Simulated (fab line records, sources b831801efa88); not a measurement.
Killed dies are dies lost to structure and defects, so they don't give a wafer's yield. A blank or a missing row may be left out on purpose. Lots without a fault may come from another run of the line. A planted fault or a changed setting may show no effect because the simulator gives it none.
Which tool did it? | flow sky130 | 10 lots, 30 wafers sampled, at 6 steps of a route of 708

WHAT THE GAUGES READ, wafer by wafer
SKY_VIA3_OVL_MEAS_13. Usual: VIA3_OVL -3 nm, standard deviation 5.1.
lot  | measured     | on         | VIA3_OVL (nm) | flag
L457 | day 39 12:40 | overlay-01 | -5 -4 -5      |
L459 | day 40 04:47 | overlay-02 | 0 6 -2        |
L460 | day 40 11:20 | overlay-02 | -2 -2 -5      |
L462 | day 41 10:11 | overlay-01 | -1 4 1        |
L465 | day 42 01:40 | overlay-01 | -3 -4 -8      |
L469 | day 42 21:31 | overlay-02 | 3 2 2         |
L472 | day 43 15:26 | overlay-02 | -4 -9 -3      |
L473 | day 45 00:55 | overlay-02 | 0 -3 -1       |
L477 | day 45 05:41 | overlay-01 | -13 -4 -9     |
L480 | day 45 20:11 | overlay-02 | -11 -6 -9     |

SKY_CAP2M_RS_MEAS_03: measures by four-point-probe. Usual: CAP2M_TIN_RS 6.94 ohm/sq, standard deviation 0.083.
lot  | measured     | on            | CAP2M_TIN_RS (ohm/sq) | flag
L457 | day 39 14:27 | film_metro-03 | 6.87 6.92 6.89        |
L459 | day 40 06:35 | film_metro-02 | 6.89 6.83 6.86        |
L460 | day 40 13:06 | film_metro-01 | 6.97 6.91 6.92        |
L462 | day 41 11:56 | film_metro-03 | 7.01 6.93 7.02        |
L465 | day 42 03:25 | film_metro-03 | 6.82 6.83 6.88        |
L469 | day 42 23:17 | film_metro-03 | 8.14 8.16 8.06        | OFF
L472 | day 43 17:10 | film_metro-01 | 8.01 8.18 8.02        | OFF
L473 | day 45 02:46 | film_metro-03 | 6.95 7.01 6.81        |
L477 | day 45 07:26 | film_metro-03 | 7.16 7.03 7.13        |
L480 | day 45 21:58 | film_metro-03 | 6.77 6.93 6.94        |

SKY_CAP2M_THK_MEAS_04: measures by xrf. Usual: CAP2M_TIN_THK 200.4 nm, standard deviation 2.6.
lot  | measured     | on            | CAP2M_TIN_THK (nm) | flag
L457 | day 39 14:34 | film_metro-03 | 200.2 198.9 200.3  |
L459 | day 40 06:41 | film_metro-02 | 203.4 204.8 203.6  |
L460 | day 40 13:12 | film_metro-01 | 199.4 201.5 201.1  |
L462 | day 41 12:03 | film_metro-03 | 197.3 199.7 197.0  |
L465 | day 42 03:32 | film_metro-03 | 202.5 202.6 200.8  |
L469 | day 42 23:23 | film_metro-03 | 171.4 170.2 172.9  | OFF
L472 | day 43 17:17 | film_metro-01 | 174.8 171.6 175.5  | OFF
L473 | day 45 02:53 | film_metro-03 | 199.5 198.2 203.1  |
L477 | day 45 07:34 | film_metro-03 | 194.5 196.1 195.0  |
L480 | day 45 22:04 | film_metro-03 | 204.4 199.7 200.1  |

WHICH TOOL RAN EACH LOT (tool, then ch and the chambers of the sampled wafers, then the start)
lot  | SKY_VIA3_SPUTTER_20          | SKY_VIA3_CVD_21               | SKY_CAP2M_SPUTTER_02
L457 | pvd_sputter-01, day 39 13:26 | cvd_w-02 ch 0,1, day 39 13:30 | pvd_sputter-03, day 39 14:20
L459 | pvd_sputter-03, day 40 05:32 | cvd_w-02 ch 0,1, day 40 05:38 | pvd_sputter-01, day 40 06:26
L460 | pvd_sputter-01, day 40 12:03 | cvd_w-02 ch 0,1, day 40 12:09 | pvd_sputter-03, day 40 12:57
L462 | pvd_sputter-02, day 41 10:55 | cvd_w-01 ch 0,1, day 41 10:59 | pvd_sputter-01, day 41 11:49
L465 | pvd_sputter-01, day 42 02:25 | cvd_w-01 ch 0,1, day 42 02:28 | pvd_sputter-03, day 42 03:19
L469 | pvd_sputter-02, day 42 22:14 | cvd_w-01 ch 0,1, day 42 22:20 | pvd_sputter-03, day 42 23:08
L472 | pvd_sputter-03, day 43 16:10 | cvd_w-02 ch 0,1, day 43 16:14 | pvd_sputter-03, day 43 17:04
L473 | pvd_sputter-01, day 45 01:45 | cvd_w-02 ch 0,1, day 45 01:49 | pvd_sputter-01, day 45 02:40
L477 | pvd_sputter-02, day 45 06:26 | cvd_w-02 ch 0,1, day 45 06:29 | pvd_sputter-04, day 45 07:20
L480 | pvd_sputter-03, day 45 20:56 | cvd_w-01 ch 0,1, day 45 20:59 | pvd_sputter-01, day 45 21:50
- SKY_VIA3_SPUTTER_20: material TiN, target thk 20 nm, time 80 s.
- SKY_VIA3_CVD_21: deposits W, target thk 390 nm, time 117.31 s.
- SKY_CAP2M_SPUTTER_02: material TiN, target thk 200 nm, time 166.7 s.

WHAT THE TOOLS THEMSELVES READ (means of the sampled wafers that have a number; where no wafer has one, the mark that the record gives instead)
SKY_VIA3_SPUTTER_20. Usual: cathode_dc_power_W 4000.0 W, standard deviation 0.78; throttle_valve_pct 29.7 %, standard deviation 1.
lot  | tool           | cathode_dc_power_W (W) | throttle_valve_pct (%) | flag
L457 | pvd_sputter-01 | 4000.4                 | 30.1                   |
L459 | pvd_sputter-03 | 4000.3                 | 28.8                   |
L460 | pvd_sputter-01 | 3999.2                 | 30.3                   |
L462 | pvd_sputter-02 | 4000.3                 | 29.1                   |
L465 | pvd_sputter-01 | 3999.9                 | 30.0                   |
L469 | pvd_sputter-02 | 4000.4                 | 28.9                   |
L472 | pvd_sputter-03 | 4000.1                 | 29.2                   |
L473 | pvd_sputter-01 | 4000.7                 | 30.1                   |
L477 | pvd_sputter-02 | 3999.8                 | 29.9                   |
L480 | pvd_sputter-03 | 4000.8                 | 29.9                   |

SKY_VIA3_CVD_21. Usual: chamber_pressure_Torr 40.00 Torr, standard deviation 0.077; heater_power_w 883 W, standard deviation 72.
lot  | tool     | chamber_pressure_Torr (Torr) | heater_power_w (W) | flag
L457 | cvd_w-02 | 40.05                        | 918                |
L459 | cvd_w-02 | 40.00                        | 937                |
L460 | cvd_w-02 | 40.01                        | 916                |
L462 | cvd_w-01 | 39.92                        | 836                |
L465 | cvd_w-01 | 40.08                        | 822                |
L469 | cvd_w-01 | 40.00                        | 875                |
L472 | cvd_w-02 | 39.95                        | 882                |
L473 | cvd_w-02 | 39.99                        | 930                |
L477 | cvd_w-02 | 40.06                        | 931                |
L480 | cvd_w-01 | 40.01                        | 840                |

SKY_CAP2M_SPUTTER_02. Usual: cathode_dc_power_W 6500.0 W, standard deviation 1.2; throttle_valve_pct 29.6 %, standard deviation 1.
lot  | tool           | cathode_dc_power_W (W) | throttle_valve_pct (%) | flag
L457 | pvd_sputter-03 | 6499.7                 | 28.8                   |
L459 | pvd_sputter-01 | 6500.0                 | 30.0                   |
L460 | pvd_sputter-03 | 6498.9                 | 29.6                   |
L462 | pvd_sputter-01 | 6499.3                 | 30.4                   |
L465 | pvd_sputter-03 | 6499.9                 | 30.3                   |
L469 | pvd_sputter-03 | 5650.6                 | 29.3                   | OFF
L472 | pvd_sputter-03 | 5650.5                 | 28.9                   | OFF
L473 | pvd_sputter-01 | 6500.3                 | 30.1                   |
L477 | pvd_sputter-04 | 6500.7                 | 29.6                   |
L480 | pvd_sputter-01 | 6500.7                 | 30.2                   |

THE ANSWER, worked out from the rows above alone
Rule: a lot is off if the mean of its wafers that have a number lies more than 3 standard deviations from the usual mean. A lot without any number at a reading at which 4 lots or more have one is off too. The other lots that the step has rows for count as sound. The gauges are gone through in route order, then the tools' own readings, and for those a lot's mean is taken as printed above. The first step at which some lot is off is used, and at that step the reading that is off furthest; a lot without a number counts as furthest.
Off: L469, L472, at SKY_CAP2M_RS_MEAS_03 (CAP2M_TIN_RS).
A tool fits if, at a process step before that reading, it ran every lot that is off, and no sound lot after the first of them. The gauges at SKY_CAP2M_RS_MEAS_03 aren't tried: what is off there is off at SKY_CAP2M_SPUTTER_02 too, on other tools, and a gauge's error can't cause that. One fits: pvd_sputter-03 at SKY_CAP2M_SPUTTER_02. Its last sound lot is L465 (day 42 03:19), its first lot that is off L469 (day 42 23:08): a fault that began between those two fits.
The tool's own readings at SKY_CAP2M_SPUTTER_02 bear it out: on the lots that are off they differ by more than 5 times the standard deviation of the sound lots' means. cathode_dc_power_W reads 5650.6 W there against 6499.9 W on the sound lots.

WHAT THE SIMULATOR HAD PUT IN
Process parameter drift: pvd_sputter-03, from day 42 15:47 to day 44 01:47, at SKY_CAP2M_SPUTTER_02. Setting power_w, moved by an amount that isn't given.
Lots struck among those shown: L469, L472. The rule above found the same.
